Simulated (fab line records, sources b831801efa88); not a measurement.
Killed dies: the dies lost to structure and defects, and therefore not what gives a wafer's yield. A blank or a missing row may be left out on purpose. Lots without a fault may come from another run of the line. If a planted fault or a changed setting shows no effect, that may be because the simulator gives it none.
2 desks looking at one fault || flow sky130 || each desk has only its own numbers; what lay behind them comes last

FOR THE TOOL OWNER'S DESK: cmp-01
The tool's own readings at SKY_VIA3_CMP_24 (polishes, stops on SiO2, t overpolish 20 s, target thk 0 nm): means of the sampled wafers that have a number, for each lot that ran on this tool. Marked OUT: a lot whose mean sits more than 4 standard deviations from the usual mean, which makes it out of limits; the brackets give that distance.
Columns: A = head pressure psi at SKY_VIA3_CMP_24, usual 3.499 psi; B = motor current A at SKY_VIA3_CMP_24, usual 11.1 A; C = overpolish run s at SKY_VIA3_CMP_24, usual 20.002 s; D = time to endpoint s at SKY_VIA3_CMP_24, usual 95 s
{"lot": "L717", "first seen here": "day 40 06:25", "A": 3.505, "B": 11.0, "C": 19.994, "D": 93}
{"lot": "L722", "first seen here": "day 42 05:38", "A": 3.495, "B": 10.6, "C": 20.008, "D": 97}
{"lot": "L726", "first seen here": "day 43 02:01", "A": 3.501, "B": 10.1, "C": "10.015 (-99 or more) OUT", "D": "121 (+7.2) OUT"}
{"lot": "L734", "first seen here": "day 45 08:30", "A": 3.509, "B": 11.2, "C": 20.003, "D": 97}
{"lot": "L735", "first seen here": "day 45 14:46", "A": 3.501, "B": 10.8, "C": 20.007, "D": 101}
{"lot": "L736", "first seen here": "day 45 17:01", "A": 3.500, "B": 10.6, "C": 20.006, "D": 96}
{"lot": "L738", "first seen here": "day 46 02:37", "A": 3.504, "B": 11.3, "C": 20.004, "D": 97}
This desk's finding: out of limits on L726; first on L726, day 43 02:01 (overpolish run s at SKY_VIA3_CMP_24). L717, L722, L734, L735, L736, L738: within limits.

AT THE METROLOGY DESK
Lot by lot, what the gauges showed, no matter which tool ran the lot: averages of those sampled wafers that carry a number. Marked OUT: a lot whose mean sits more than 4 standard deviations from the usual mean, which makes it out of limits; the brackets give that distance.
Columns: A = METAL1_ALCU_RS at SKY_METAL1_RS_MEAS_05, usual 0.1269 ohm/sq; B = VIA1_BOW at SKY_VIA1_BOW_MEAS_03, usual 79 um
{"lot": "L715", "first seen here": "day 31 17:42", "A": 0.1268, "B": 68}
{"lot": "L717", "first seen here": "day 32 06:43", "A": 0.1253, "B": 84}
{"lot": "L719", "first seen here": "day 32 23:53", "A": 0.1262, "B": 80}
{"lot": "L722", "first seen here": "day 34 10:13", "A": 0.1273, "B": 80}
{"lot": "L721", "first seen here": "day 34 14:02", "A": 0.1255, "B": 76}
{"lot": "L726", "first seen here": "day 35 08:35", "A": 0.1264, "B": 76}
{"lot": "L732", "first seen here": "day 37 15:45", "A": 0.1265, "B": 78}
{"lot": "L734", "first seen here": "day 37 22:58", "A": 0.1259, "B": 73}
{"lot": "L733", "first seen here": "day 38 03:13", "A": 0.1283, "B": 82}
{"lot": "L735", "first seen here": "day 38 04:44", "A": 0.1274, "B": 85}
{"lot": "L736", "first seen here": "day 38 09:12", "A": 0.1262, "B": 82}
{"lot": "L738", "first seen here": "day 38 21:04", "A": 0.1287, "B": 86}
This desk's verdict: no lot among the 12 shows anything out of limits.

ALL TOGETHER
The tool owner's desk could have raised an alarm at day 43 02:01, on L726.
At the metrology desk, nothing out of limits was observed.
The metrology desk has L726 on record, within its limits.
Every lot named ran SKY_VIA3_CMP_24 on cmp-01.

WHAT THE SIMULATOR HAD INSERTED
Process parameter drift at SKY_VIA3_CMP_24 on cmp-01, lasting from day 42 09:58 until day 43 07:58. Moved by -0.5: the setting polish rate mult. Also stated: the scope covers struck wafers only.
Struck lots among those shown: L726.
How many hours passed from the start of the fault until each desk's first out-of-limits reading: the tool owner's desk, 16.
